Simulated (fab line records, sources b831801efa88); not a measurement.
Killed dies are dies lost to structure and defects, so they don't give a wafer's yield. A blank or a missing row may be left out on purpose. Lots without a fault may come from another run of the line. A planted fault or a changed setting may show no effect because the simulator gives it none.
Chamber matching | flow gf180mcu | GF_V5_CMP_26 on cmp-01: 4 sister chambers
The step polishes, stops on SiO2, t overpolish 15 s, target thk 0 nm. 8 wafers are shown with their chamber, then 7 later ones without.

WAFERS WITH THEIR CHAMBER
wafer  | chamber | motor_current_A (A) | time_to_endpoint_s (s)
L463.3 | 0       | 10.7                | 82
L464.5 | 0       | 11.1                | 82
L464.6 | 3       | 11.8                | 81
L467.5 | 3       | 11.9                | 84
L469.1 | 2       | 12.1                | 81
L469.5 | 1       | 9.9                 | 79
L473.4 | 2       | 12.4                | 91
L473.5 | 1       | 9.8                 | 85

WAFERS WITHOUT THEIR CHAMBER
wafer  | motor_current_A (A) | time_to_endpoint_s (s)
L473.6 | 10.7                | 91
L479.3 | 10.7                | 90
L479.4 | 12.7                | 85
L479.5 | 11.9                | 87
L483.2 | 12.1                | 89
L483.3 | 10.6                | 93
L483.5 | 11.4                | 90

WHICH CHAMBER EACH WENT THROUGH
wafer  | from the rows above          | in truth
L473.6 | 0                            | 0
L479.3 | 0                            | 0
L479.4 | 2                            | 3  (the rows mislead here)
L479.5 | can't be placed: 3 or 2      | 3
L483.2 | can't be placed: 2 or 3      | 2
L483.3 | can't be placed: 0 or 1      | 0
L483.5 | can't be placed: 3 or 0 or 2 | 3
Placed correctly: 2 of 7. Can't be placed from these rows: 4 (the true chamber is among the candidates in 4). Placed wrongly: 1.
How it was worked out, from the rows above alone: a wafer's distance from a chamber is the root of the sum, over the readings, of the square of ((its reading less the chamber's mean) divided by the reading's scatter). The wafer belongs to the nearest chamber; if the next one is less than 2 further off, it can't be placed. A chamber's mean is the mean of its shown wafers. The scatter: the root of (the sum of the squares of (reading less its chamber's mean) over the shown wafers, divided by (wafers less chambers)).
